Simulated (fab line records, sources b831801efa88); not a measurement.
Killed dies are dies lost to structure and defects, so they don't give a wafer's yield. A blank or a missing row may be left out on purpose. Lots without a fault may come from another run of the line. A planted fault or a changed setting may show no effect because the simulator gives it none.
fab line records | flow sky130
record lots=5 wafers=15 last_day=50
route steps=708 shown VIA2@525 METAL3@532 CAPM@537 PAD_OPEN@708
lots that met no fault: from a run of the same line without faults
start_h: hours from the record's first day to the start of the lot's first wafer shown | wait_h: hours since the lot's step before | " the same as in the row above | L1.1+2: a row that stands for several wafers | - no value, or no start given | * or withheld: withheld | < > ~ a bound
route shown NAME@n: a module of which the file shows steps, and the number in the route of the first | usual: mean/standard deviation of fault-free wafers | same: alike in all rows | chamber/n: place in a boat | sites: the reading at each site | _std_site: their standard deviation | _edge_site: outer sites' mean less inner sites' | radius_mm: how far each site lies from the wafer's centre | mask NAME#n: copy n | behind: the tool/chamber that last shaped the wafer | hold: why the lot was held/for how many hours/how that ended | device: the transistor (n, p or np) that didn't switch | end of line: the same wafers' tests at the end of the route | a step without rows: its recipe alone | killed: dies lost to structure and defects at the first sort, not the wafer's yield | map: a wafer's dies, x killed, . not, _ none there
set.NAME: the setting as run; set.NAME@STEP: as run at that earlier step | model.NAME: the simulator's own value behind a step, which no gauge read
lots at some steps of the route; a table a step, a row a wafer
services: from which hour (start_h, from the record's first day; less than 0 if before it) a tool's chamber was out of use, for how many hours, and why
## steps
# step SKY_VIA2_CLEAN_18
# recipe chemistry=IPA time_s=180 temp_c=25
# step SKY_VIA2_CLEAN_19
# recipe chemistry=O3/DIW dry=n2_spin
# step SKY_VIA2_SPUTTER_20
# recipe material=TiN target_thk_nm=20 chamber_pressure_pa=5 power_w=4000 time_s=80
# step SKY_VIA2_CVD_21
# recipe material=W target_thk_nm=420 time_s=126.4 temp_c=400 pressure_torr=40
# usual chamber_pressure_Torr=40.00/0.083 heater_power_w=845/52
# columns lot.wafer tool chamber start_h wait_h chamber_pressure_Torr heater_power_w
L258.1 cvd_w-01 1 864.06 0.0 40.00 811
L258.5 " 0 " " 39.90 869
L258.6 " 1 " " 40.02 842
L262.1 cvd_w-01 1 894.40 0.0 40.09 836
L262.4 " 0 " " 39.95 840
L262.6 " 0 " " 39.94 852
L274.1 cvd_w-01 1 982.23 0.0 40.03 824
L274.2 " 0 " " 39.95 846
L274.3 " 0 " " 39.90 861
L276.2 cvd_w-02 1 993.32 0.0 40.10 938
L276.3 " 0 " " 39.98 752
L276.5 " 0 " " 39.99 754
L278.4 cvd_w-02 0 1008.54 0.1 39.94 745
L278.5 " 0 " " 39.97 757
L278.6 " 1 " " 39.90 887
# step SKY_VIA2_RS_MEAS_22
# recipe thk_meas_gauge=four-point-probe reads=W_of_VIA2_CVD_21+TiN_of_VIA2_SPUTTER_20
# usual VIA2_W_RS=0.271/0.0042
# columns lot.wafer tool chamber start_h wait_h VIA2_W_RS[ohm/sq]
L258.1 film_metro-01 - 864.19 0.1 0.277
L258.5 " - " " 0.266
L258.6 " - " " 0.274
L262.1 film_metro-02 - 894.53 0.1 0.271
L262.4 " - " " 0.262
L262.6 " - " " 0.270
L274.1 film_metro-03 - 982.36 0.1 0.273
L274.2 " - " " 0.267
L274.3 " - " " 0.264
L276.2 film_metro-01 - 993.47 0.1 0.277
L276.3 " - " " 0.274
L276.5 " - " " 0.273
L278.4 film_metro-02 - 1008.69 0.1 0.276
L278.5 " - " " 0.269
L278.6 " - " " 0.277
# step SKY_VIA2_THK_MEAS_23
# recipe thk_meas_gauge=xrf reads=W_of_VIA2_CVD_21
# usual VIA2_W_THK=418/6.9
# columns lot.wafer tool chamber start_h wait_h VIA2_W_THK[nm]
L258.1 film_metro-01 - 864.31 0.1 407
L258.5 " - " " 418
L258.6 " - " " 408
L262.1 film_metro-02 - 894.65 0.1 417
L262.4 " - " " 433
L262.6 " - " " 419
L274.1 film_metro-03 - 982.48 0.1 417
L274.2 " - " " 421
L274.3 " - " " 428
L276.2 film_metro-01 - 993.58 0.1 409
L276.3 " - " " 415
L276.5 " - " " 418
L278.4 film_metro-02 - 1008.78 0.1 406
L278.5 " - " " 416
L278.6 " - " " 404
# step SKY_VIA2_CMP_24
# recipe stop_on=SiO2 t_overpolish_s=20 down_force_psi=3.5 platen_rpm=60 target_thk_nm=0 pad_velocity_m_s=0.94248
# step SKY_METAL3_SPUTTER_00
# recipe material=Ti target_thk_nm=15 power_w=3000 time_s=10 chamber_pressure_pa=0.4
# usual throttle_valve_pct=30.7/0.69
# columns lot.wafer tool chamber start_h wait_h throttle_valve_pct
L258.1 pvd_sputter-01 - 864.67 0.2 30.2
L258.5 " - " " 29.9
L258.6 " - " " 30.3
L262.1 pvd_sputter-02 - 895.01 0.2 30.9
L262.4 " - " " 31.4
L262.6 " - " " 31.5
L274.1 pvd_sputter-02 - 982.84 0.2 31.1
L274.2 " - " " 31.3
L274.3 " - " " 30.8
L276.2 pvd_sputter-01 - 993.93 0.2 30.7
L276.3 " - " " 31.2
L276.5 " - " " 30.4
L278.4 pvd_sputter-03 - 1009.11 0.2 30.8
L278.5 " - " " 29.0
L278.6 " - " " 29.7
# step SKY_METAL3_SPUTTER_01
# recipe material=TiN target_thk_nm=20 power_w=6500 time_s=16.7 chamber_pressure_pa=0.4
# usual throttle_valve_pct=30.7/0.71
# columns lot.wafer tool chamber start_h wait_h throttle_valve_pct
L258.1 pvd_sputter-01 - 864.69 0.0 30.5
L258.5 " - " " 30.1
L258.6 " - " " 30.1
L262.1 pvd_sputter-02 - 895.04 0.0 31.0
L262.4 " - " " 31.5
L262.6 " - " " 31.5
L274.1 pvd_sputter-02 - 982.86 0.0 30.9
L274.2 " - " " 31.6
L274.3 " - " " 30.9
L276.2 pvd_sputter-01 - 993.95 0.0 30.3
L276.3 " - " " 31.3
L276.5 " - " " 30.4
L278.4 pvd_sputter-03 - 1009.13 0.0 31.1
L278.5 " - " " 28.9
L278.6 " - " " 29.6
# step SKY_METAL3_SPUTTER_02
# recipe material=AlCu target_thk_nm=735 power_w=10600 time_s=39.1 chamber_pressure_pa=0.4
# usual throttle_valve_pct=30.7/0.69
# columns lot.wafer tool chamber start_h wait_h throttle_valve_pct
L258.1 pvd_sputter-01 - 864.72 0.0 30.6
L258.5 " - " " 30.0
L258.6 " - " " 30.3
L262.1 pvd_sputter-02 - 895.06 0.0 30.8
L262.4 " - " " 31.7
L262.6 " - " " 31.6
L274.1 pvd_sputter-02 - 982.88 0.0 30.8
L274.2 " - " " 31.5
L274.3 " - " " 30.6
L276.2 pvd_sputter-01 - 993.98 0.0 30.4
L276.3 " - " " 31.5
L276.5 " - " " 30.6
L278.4 pvd_sputter-03 - 1009.15 0.0 30.6
L278.5 " - " " 29.0
L278.6 " - " " 30.1
# step SKY_METAL3_SPUTTER_03
# recipe material=Ti target_thk_nm=5 power_w=3000 time_s=3.3 chamber_pressure_pa=0.4125
# step SKY_METAL3_SPUTTER_04
# recipe material=TiN target_thk_nm=70 power_w=6500 time_s=58.3 chamber_pressure_pa=0.4
# step SKY_CAPM_CVD_00
# recipe material=SiO2 target_thk_nm=15.5 temp_c=400 time_s=withheld rf_w=450
# usual heater_power_w=758/100
# columns lot.wafer tool chamber start_h wait_h heater_power_w model.SiO2_of_CAPM_CVD_00.thk_nm
L258.1 pecvd-03 2 864.82 0.0 833 15.91
L258.5 " 0 " " 792 15.59
L258.6 " 1 " " 805 15.47
L262.1 pecvd-04 1 895.17 0.0 862 15.42
L262.4 " 1 " " 855 15.27
L262.6 " 0 " " 729 15.39
L274.1 pecvd-04 1 982.99 0.0 887 15.45
L274.2 " 0 " " 683 12.88
L274.3 " 2 " " 625 14.85
L276.2 pecvd-03 2 994.09 0.0 910 15.79
L276.3 " 1 " " 783 15.16
L276.5 " 1 " " 773 15.31
L278.4 pecvd-03 1 1009.27 0.0 824 15.12
L278.5 " 2 " " 927 15.8
L278.6 " 0 " " 889 15.59
# step SKY_CAPM_THK_MEAS_01
# recipe reads=SiO2_of_CAPM_CVD_00
# usual CAPM_CVD_00_THK=15.46/0.29
# columns lot.wafer tool chamber start_h wait_h CAPM_CVD_00_THK[nm]
L258.1 film_metro-01 - 864.85 - 15.89
L258.5 " - " " 15.58
L258.6 " - " " 15.48
L262.1 film_metro-01 - 895.19 - 15.40
L262.4 " - " " 15.29
L262.6 " - " " 15.37
L274.1 film_metro-01 - 983.01 - 15.41
L274.2 " - " " 12.92
L274.3 " - " " 14.83
L276.2 film_metro-01 - 994.12 - 15.75
L276.3 " - " " 15.14
L276.5 " - " " 15.25
L278.4 film_metro-01 - 1009.31 - 15.15
L278.5 " - " " 15.84
L278.6 " - " " 15.62
# step SKY_CAPM_SPUTTER_02
# recipe material=TiN target_thk_nm=200 temp_c=300 power_w=6500 time_s=172.5 chamber_pressure_pa=0.4
# usual substrate_temp_c=299.98/0.19 throttle_valve_pct=31.0/0.56
# columns lot.wafer tool chamber start_h wait_h substrate_temp_c throttle_valve_pct
L258.1 pvd_sputter-02 - 864.91 0.1 300.01 31.5
L258.5 " - " " 300.04 30.7
L258.6 " - " " 300.00 31.0
L262.1 pvd_sputter-04 - 895.25 0.1 299.93 31.4
L262.4 " - " " 300.08 31.9
L262.6 " - " " 299.89 31.9
L274.1 pvd_sputter-01 - 983.07 0.1 299.56 30.7
L274.2 " - " " 299.88 29.8
L274.3 " - " " 300.20 31.4
L276.2 pvd_sputter-02 - 994.17 0.0 300.02 31.0
L276.3 " - " " 299.93 30.8
L276.5 " - " " 299.85 30.7
L278.4 pvd_sputter-01 - 1009.34 0.0 299.91 30.4
L278.5 " - " " 299.98 30.4
L278.6 " - " " 299.89 29.7
# step SKY_CAPM_RS_MEAS_03
# recipe thk_meas_gauge=four-point-probe reads=TiN_of_CAPM_SPUTTER_02
# usual CAPM_TIN_RS=6.67/0.08
# columns lot.wafer tool chamber start_h wait_h CAPM_TIN_RS[ohm/sq]
L258.1 film_metro-04 - 865.01 0.1 6.65
L258.5 " - " " 6.80
L258.6 " - " " 6.60
L262.1 film_metro-02 - 895.36 0.1 6.70
L262.4 " - " " 6.57
L262.6 " - " " 6.58
L274.1 film_metro-02 - 983.18 0.1 6.58
L274.2 " - " " 6.62
L274.3 " - " " 6.77
L276.2 film_metro-04 - 994.30 0.1 6.62
L276.3 " - " " 6.82
L276.5 " - " " 6.77
L278.4 film_metro-01 - 1009.51 0.1 6.59
L278.5 " - " " 6.60
L278.6 " - " " 6.61
# step SKY_CAPM_THK_MEAS_04
# recipe thk_meas_gauge=xrf reads=TiN_of_CAPM_SPUTTER_02
# usual CAPM_TIN_THK=207.6/2.6
# columns lot.wafer tool chamber start_h wait_h CAPM_TIN_THK[nm]
L258.1 film_metro-04 - 865.13 0.1 205.6
L258.5 " - " " 201.6
L258.6 " - " " 206.3
L262.1 film_metro-02 - 895.48 0.1 207.0
L262.4 " - " " 210.1
L262.6 " - " " 210.7
L274.1 film_metro-02 - 983.30 0.1 209.9
L274.2 " - " " 208.1
L274.3 " - " " 204.1
L276.2 film_metro-04 - 994.41 0.1 206.5
L276.3 " - " " 201.3
L276.5 " - " " 202.5
L278.4 film_metro-01 - 1009.60 0.1 210.9
L278.5 " - " " 209.8
L278.6 " - " " 209.5
# step SKY_CAPM_DEHYDRATE_05
# recipe temp_c=200 time_s=60
# step SKY_CAPM_HMDS_06
# recipe prime_time_s=60 prime_temp_c=120
# step SKY_CAPM_COAT_07
# recipe resist=NOVOLAK spin_rpm=3000 resist_thk_nm=1140
# step SKY_CAPM_SOFTBAKE_08
# recipe temp_c=90 time_s=60 resist=NOVOLAK
# step SKY_CAPM_EXPOSE_09
# recipe mask_id=CAPM na=0.6 source_shape=conventional sigma_outer=0.6 polarization=unpolarized target_cd_nm=1000 dose_mj=159
# step SKY_CAPM_PEB_10
# recipe temp_c=withheld time_s=* resist=NOVOLAK
# step SKY_CAPM_DEVELOP_11
# recipe resist=NOVOLAK developer=TMAH develop_time_s=60 dev_temp_c=23
# step SKY_CAPM_OVL_MEAS_12
# usual CAPM_OVL=0.6/1.4
# columns lot.wafer tool chamber start_h wait_h CAPM_OVL[nm]
L258.1 overlay-02 - 890.23 0.1 0.8
L258.5 " - " " 0.2
L258.6 " - " " 3.4
L262.1 overlay-02 - 920.44 0.1 1.7
L262.4 " - " " 0.5
L262.6 " - " " 1.8
L274.1 overlay-01 - 1006.72 0.1 -1.0
L274.2 " - " " 0.5
L274.3 " - " " 0.0
L276.2 overlay-01 - 1017.04 0.1 0.6
L276.3 " - " " 2.6
L276.5 " - " " 1.5
L278.4 overlay-02 - 1031.90 0.1 -0.6
L278.5 " - " " -0.7
L278.6 " - " " -0.8
# step SKY_CAPM_METAL_ETCH_13
# recipe target_depth_nm=220 stop_on=SiO2 chemistry=Cl2/BCl3 target=TiN pressure_mtorr=10 icp_w=900 bias_w=48.5 Cl2_flow_sccm=60 bcl3_flow_sccm=30 time_s=62.9
# step SKY_CAPM_STRIP_14
# recipe chemistry=O2/N2 power_w=1400 pressure_mtorr=1500 platen_temp_c=withheld o2_flow_sccm=3000 n2_flow_sccm=300 overash_fraction=0.5
# step SKY_CAPM_STRIP_15
# recipe chemistry=post_etch_residue_remover time_s=1200 temp_c=72.5
# step SKY_CAPM_CLEAN_16
# recipe chemistry=IPA time_s=180 temp_c=25
# step SKY_CAPM_CLEAN_17
# recipe chemistry=O3/DIW dry=n2_spin
# step SKY_METAL3_DEHYDRATE_05
# recipe temp_c=200 time_s=60
# step SKY_METAL3_HMDS_06
# recipe prime_time_s=60 prime_temp_c=120
# step SKY_METAL3_COAT_07
# recipe resist=BARC temp_c=withheld time_s=withheld spin_rpm=3000 resist_thk_nm=60
# step SKY_METAL3_COAT_08
# recipe resist=KrF-thick spin_rpm=3000 resist_thk_nm=1140
# step SKY_METAL3_SOFTBAKE_09
# recipe temp_c=100 time_s=90 resist=KrF-thick
# step SKY_METAL3_EXPOSE_10
# recipe mask_id=MM3 na=0.68 source_shape=annular sigma_inner=0.4 sigma_outer=0.8 target_cd_nm=300 dose_mj=28
# step SKY_METAL3_PEB_11
# recipe peb_temp_c=withheld peb_time_s=withheld resist=KrF-thick
# step SKY_METAL3_DEVELOP_12
# recipe develop_time_s=60 resist=KrF-thick dev_temp_c=21
# step SKY_METAL3_CD_MEAS_13
# recipe target_cd_nm=300
# usual cd_nm=300.2/1.7
# columns lot.wafer tool chamber start_h wait_h cd_nm
L258.1 cd_sem-02 - 915.41 - 301.2
L258.5 " - " " 300.1
L258.6 " - " " 301.7
L262.1 cd_sem-01 - 945.76 - 300.1
L262.4 " - " " 300.1
L262.6 " - " " 301.4
L274.1 cd_sem-01 - 1029.92 - 304.2
L274.2 " - " " 305.2
L274.3 " - " " 305.2
L276.2 cd_sem-02 - 1040.46 - 298.1
L276.3 " - " " 298.5
L276.5 " - " " 299.2
L278.4 cd_sem-02 - 1054.00 - 303.2
L278.5 " - " " 302.0
L278.6 " - " " 303.2
# step SKY_METAL3_OVL_MEAS_14
# usual METAL3_OVL=0/5.6
# columns lot.wafer tool chamber start_h wait_h METAL3_OVL[nm]
L258.1 overlay-01 - 915.53 0.1 0
L258.5 " - " " 7
L258.6 " - " " -4
L262.1 overlay-02 - 945.88 0.1 -10
L262.4 " - " " -12
L262.6 " - " " -10
L274.1 overlay-02 - 1030.04 0.1 -2
L274.2 " - " " 1
L274.3 " - " " 5
L276.2 overlay-02 - 1040.57 0.1 0
L276.3 " - " " 2
L276.5 " - " " -2
L278.4 overlay-01 - 1054.08 0.1 2
L278.5 " - " " 2
L278.6 " - " " 4
# step SKY_METAL3_DESCUM_15
# recipe chemistry=O2 source_power_w=150 bias_power_w=0 pressure_mtorr=10 temp_c=40 time_s=8
# step SKY_METAL3_ETCH_16
# recipe chemistry=N2/H2 target=BARC ion_energy_ev=200 bias_w=100 pressure_mtorr=30 n2_flow_sccm=100 h2_flow_sccm=200 icp_w=500 stop_on=SiO2 time_s=88.2 target_depth_a=600
# step SKY_METAL3_ETCH_17
# recipe target=SiO2 stop_on=TiN chemistry=C4F8/O2/Ar source_w=1500 bias_w=1200 pressure_mtorr=40 c4f8_flow_sccm=withheld O2_flow_sccm=6 Ar_flow_sccm=300 time_s=3.9 target_depth_a=150
# usual oes_product_au=0.753/0.0084
# columns lot.wafer tool chamber start_h wait_h oes_product_au rf_hours_counter_h model.etch.depth_nm
L258.1 rie_diel-03 3 915.74 0.1 0.768 2 15.91
L258.5 " 3 " " 0.755 - 15.59
L258.6 " 1 " " 0.748 - 15.47
L262.1 rie_diel-01 2 946.04 0.1 0.753 2 15.42
L262.4 " 3 " " 0.752 0 15.27
L262.6 " 1 " " 0.754 - 15.39
L274.1 rie_diel-01 1 1030.20 0.1 0.751 20 15.45
L274.2 " 2 " " 0.689 4 12.88
L274.3 " 3 " " 0.742 3 14.85
L276.2 rie_diel-01 3 1040.73 0.1 0.754 3 15.79
L276.3 " 2 " " 0.739 4 15.16
L276.5 " 2 " " 0.756 - 15.31
L278.4 rie_diel-01 1 1054.23 0.0 0.740 21 15.12
L278.5 " 3 " " 0.765 - 15.8
L278.6 " 2 " " 0.745 - 15.59
# step SKY_PAD_OPEN_PROBE_99
# usual defect_limited_yield=82.4/1.9 killed_at_M0_to_M3=42/7.1 killed_at_M4_up=3.0/1.7 killed_at_contacts=25/5 killed_at_front_end=16/4.4 killed_at_other=0.5/1.4 killed_dies=87/9.2 killed_open=47/6.2 killed_short=39/6.6 sort_bin_3_pad_short=0.9/0.46 sort_bin_5_function=10.3/1.6 sort_bin_6_memory=6.4/0.99 sort_n_pass=405/9.2 sort_yield_pct=82.4/1.9
# same gross_dies=492 killed_at_back_side=0 sort_bin_4_leakage[%]=0 sort_bin_8_speed[%]=0
# columns lot.wafer tool chamber start_h wait_h defect_limited_yield[%] killed_at_M0_to_M3 killed_at_M4_up killed_at_contacts killed_at_front_end killed_at_other killed_dies killed_open killed_short sort_bin_3_pad_short[%] sort_bin_5_function[%] sort_bin_6_memory[%] sort_n_pass sort_yield_pct[%] model.etest.cap_mim.bv_v model.etest.cap_mim.leak_log10_a_cm2 model.etest.cap_mim.c_ff_um2
L258.1 prober-02 - 1086.62 0.1 80.5 54 1 19 22 0 96 49 45 1.2 12.2 6.1 396 80.5 14.48 -8.813 2.267
L258.5 prober-02 - 1086.82 0.2 82.5 51 1 22 12 0 86 49 37 1.0 9.8 6.7 406 82.5 14.06 -8.964 2.311
L258.6 prober-02 - 1086.87 0.2 79.7 47 4 27 22 0 100 58 41 1.0 12.0 7.3 392 79.7 13.88 -9.039 2.35
L262.1 prober-01 - 1110.29 0.1 84.6 42 4 24 6 0 76 47 29 0.4 10.4 4.7 416 84.6 13.5 -8.967 2.351
L262.4 prober-01 - 1110.44 0.2 82.1 46 4 26 11 1 88 49 39 0.6 10.2 7.1 404 82.1 13.78 -8.9 2.371
L262.6 prober-01 - 1110.54 0.2 78.9 63 6 21 14 0 104 56 48 0.2 13.6 7.3 388 78.9 13.69 -8.909 2.373
L274.1 prober-01 - 1177.43 0.1 82.5 47 1 20 18 0 86 47 39 0.6 10.2 6.7 406 82.5 13.4 -8.981 2.349
L274.2 prober-01 - 1177.48 0.1 83.1 43 2 24 13 1 83 50 32 0.4 9.8 6.7 409 83.1 11.59 -8.012 2.825
L274.3 prober-01 - 1177.53 0.2 84.6 42 4 18 12 0 76 39 37 0.4 8.1 6.9 416 84.6 13.23 -8.642 2.443
L276.2 prober-01 - 1186.70 0.1 82.3 42 4 26 15 0 87 51 36 1.2 10.6 5.9 405 82.3 14.7 -8.97 2.297
L276.3 prober-01 - 1186.75 0.2 81.1 43 2 31 17 0 93 46 47 1.0 11.2 6.7 399 81.1 13.71 -8.782 2.388
L276.5 prober-01 - 1186.85 0.2 85.4 34 4 22 11 1 72 32 40 1.0 6.7 6.9 420 85.4 13.47 -8.838 2.368
L278.4 prober-01 - 1194.95 0.2 84.3 30 2 31 14 0 77 40 37 0.4 8.9 6.3 415 84.3 13.81 -8.891 2.406
L278.5 prober-01 - 1195.00 0.2 80.1 47 4 28 19 0 98 53 45 1.0 11.6 7.3 394 80.1 14.12 -9.163 2.31
L278.6 prober-01 - 1195.05 0.2 82.7 41 2 25 17 0 85 47 38 0.2 10.8 6.3 407 82.7 14.04 -9.093 2.319
# killed by level:class
L258.1 VIA1:geometric_particle:open=10 LI_CONTACT:geometric_particle:open=8 VIA1:geometric_particle:short=7 FIELD_ISO:geometric_particle:short=6 CONTACT:geometric_particle:open=6 VIA3:geometric_particle:open=5 METAL1:geometric_particle:short=5 METAL2:geometric_particle:short=5
L258.5 VIA1:geometric_particle:open=13 CONTACT:geometric_particle:open=12 VIA2:geometric_particle:open=6 METAL1:geometric_particle:short=6 FIELD_ISO:geometric_particle:short=5 METAL2:geometric_particle:short=5 VIA2:geometric_particle:short=5 VIA3:geometric_particle:open=5
L258.6 VIA1:geometric_particle:open=11 FIELD_ISO:geometric_particle:open=8 CONTACT:geometric_particle:open=7 LI_CONTACT:geometric_particle:open=6 CONTACT:geometric_particle:short=5 METAL1:geometric_particle:short=5 VIA2:geometric_particle:open=5 VIA3:geometric_particle:open=5
L262.1 VIA1:geometric_particle:open=13 CONTACT:geometric_particle:open=13 METAL1:geometric_particle:short=8 LI_CONTACT:geometric_particle:open=5 VIA1:geometric_particle:short=5 VIA3:geometric_particle:open=5 VIA2:geometric_particle:open=4 CONTACT:geometric_particle:short=3
L262.4 CONTACT:geometric_particle:open=11 VIA1:geometric_particle:short=10 VIA1:geometric_particle:open=10 LOCAL_INTERCONNECT:geometric_particle:short=6 VIA3:geometric_particle:open=6 LI_CONTACT:geometric_particle:open=5 METAL2:geometric_particle:short=5 METAL1:geometric_particle:short=4
L262.6 VIA1:geometric_particle:open=18 METAL2:geometric_particle:short=9 CONTACT:geometric_particle:open=8 VIA2:geometric_particle:open=7 VIA3:geometric_particle:short=6 FIELD_ISO:geometric_particle:short=5 METAL1:geometric_particle:short=5 VIA1:geometric_particle:short=5
L274.1 VIA1:geometric_particle:open=14 VIA2:geometric_particle:open=8 CONTACT:geometric_particle:open=7 VIA1:geometric_particle:short=7 POLY_GATE:geometric_particle:open=6 LI_CONTACT:geometric_particle:short=6 METAL1:geometric_particle:short=6 POLY_GATE:geometric_particle:short=4
L274.2 VIA1:geometric_particle:open=11 VIA2:geometric_particle:open=10 CONTACT:geometric_particle:open=9 VIA3:geometric_particle:open=7 CONTACT:geometric_particle:short=6 METAL1:geometric_particle:short=6 FIELD_ISO:geometric_particle:open=5 FIELD_ISO:geometric_particle:short=4
L274.3 CONTACT:geometric_particle:open=7 VIA1:geometric_particle:open=7 VIA3:geometric_particle:open=6 METAL1:geometric_particle:short=6 VIA2:geometric_particle:open=6 POLY_GATE:geometric_particle:short=4 LI_CONTACT:geometric_particle:open=4 CONTACT:geometric_particle:short=4
L276.2 VIA1:geometric_particle:open=13 LI_CONTACT:geometric_particle:open=10 CONTACT:geometric_particle:open=8 FIELD_ISO:geometric_particle:short=7 CONTACT:geometric_particle:short=5 FIELD_ISO:geometric_particle:open=4 VIA2:geometric_particle:open=4 METAL1:geometric_particle:short=4
L276.3 VIA1:geometric_particle:open=11 LI_CONTACT:geometric_particle:open=9 METAL1:geometric_particle:short=9 CONTACT:geometric_particle:open=8 LOCAL_INTERCONNECT:geometric_particle:short=6 FIELD_ISO:geometric_particle:short=5 FIELD_ISO:geometric_particle:open=5 VIA3:geometric_particle:open=5
L276.5 CONTACT:geometric_particle:short=7 CONTACT:geometric_particle:open=7 METAL1:geometric_particle:short=7 VIA1:geometric_particle:open=6 LI_CONTACT:geometric_particle:open=5 VIA3:geometric_particle:open=5 METAL2:geometric_particle:short=5 FIELD_ISO:geometric_particle:short=4
L278.4 CONTACT:geometric_particle:short=9 CONTACT:geometric_particle:open=8 LI_CONTACT:geometric_particle:open=7 VIA1:geometric_particle:open=7 VIA3:geometric_particle:open=6 LOCAL_INTERCONNECT:geometric_particle:short=5 METAL1:geometric_particle:short=5 FIELD_ISO:geometric_particle:short=4
L278.5 VIA1:geometric_particle:open=16 CONTACT:geometric_particle:short=9 LI_CONTACT:geometric_particle:open=7 CONTACT:geometric_particle:open=7 METAL1:geometric_particle:short=7 VIA3:geometric_particle:open=7 FIELD_ISO:geometric_particle:open=5 VIA1:geometric_particle:short=5
L278.6 CONTACT:geometric_particle:open=11 FIELD_ISO:geometric_particle:open=9 CONTACT:geometric_particle:short=8 VIA2:geometric_particle:open=8 VIA1:geometric_particle:open=7 METAL1:geometric_particle:short=6 VIA3:geometric_particle:open=5 VIA1:geometric_particle:short=4
## services
# columns tool chamber start_h hours kind
cvd_w-02 - 884.72 1.4 repair
pvd_sputter-01 - 888.99 3.3 repair
pecvd-03 1 897.74 2.8 repair
pvd_sputter-01 - 899.16 1.0 repair
pvd_sputter-02 0 903.28 - consumable_replace:kit
pvd_sputter-02 - 903.46 4.9 repair
cvd_w-02 - 904.00 14.0 pm
rie_diel-03 2 904.71 5.3 repair
rie_diel-03 0 905.24 17.4 repair
pvd_sputter-02 - 912.67 2.7 repair
pecvd-03 - 917.63 6.0 pm
rie_diel-01 - 918.22 15.6 pm
cvd_w-01 - 930.97 2.8 pm
pvd_sputter-02 - 953.53 2.9 repair
rie_diel-01 1 961.76 5.0 repair
cvd_w-02 0 967.19 3.0 repair
pecvd-04 - 993.48 28.1 pm
rie_diel-03 3 993.57 3.2 repair
cvd_w-01 0 995.70 17.6 repair
pvd_sputter-03 - 996.24 3.9 repair
cvd_w-02 - 1001.49 2.8 pm
pvd_sputter-01 - 1016.29 9.8 repair
pecvd-04 0 1044.58 5.0 repair
pvd_sputter-02 - 1051.59 1.8 repair
## key
first_sign step=SKY_CAPM_THK_MEAS_01 reading=CAPM_CVD_00_THK direction=down sigmas=8.8 usual=15.46 struck=12.92
effect step=SKY_METAL3_ETCH_17 reading=oes_product_au direction=down sigmas=7.7 usual=0.753 struck=0.689
model_effect step=SKY_CAPM_CVD_00 value=SiO2_of_CAPM_CVD_00.thk_nm without=15.53 struck=12.88
model_effect step=SKY_METAL3_ETCH_17 value=etch.depth_nm without=15.53 struck=12.88
model_effect step=SKY_PAD_OPEN_PROBE_99 value=etest.cap_mim.bv_v without=13.99 struck=11.59
met_at SKY_CAPM_CVD_00
struck_wafers L274.2
onset_between 895.17 982.99
fault kind=process_parameter_drift tool=pecvd-04 chamber=0 onset_h=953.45 steps=SKY_CAPM_CVD_00 channel=time_s offset=withheld shape=step end_h=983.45 acts_in=*
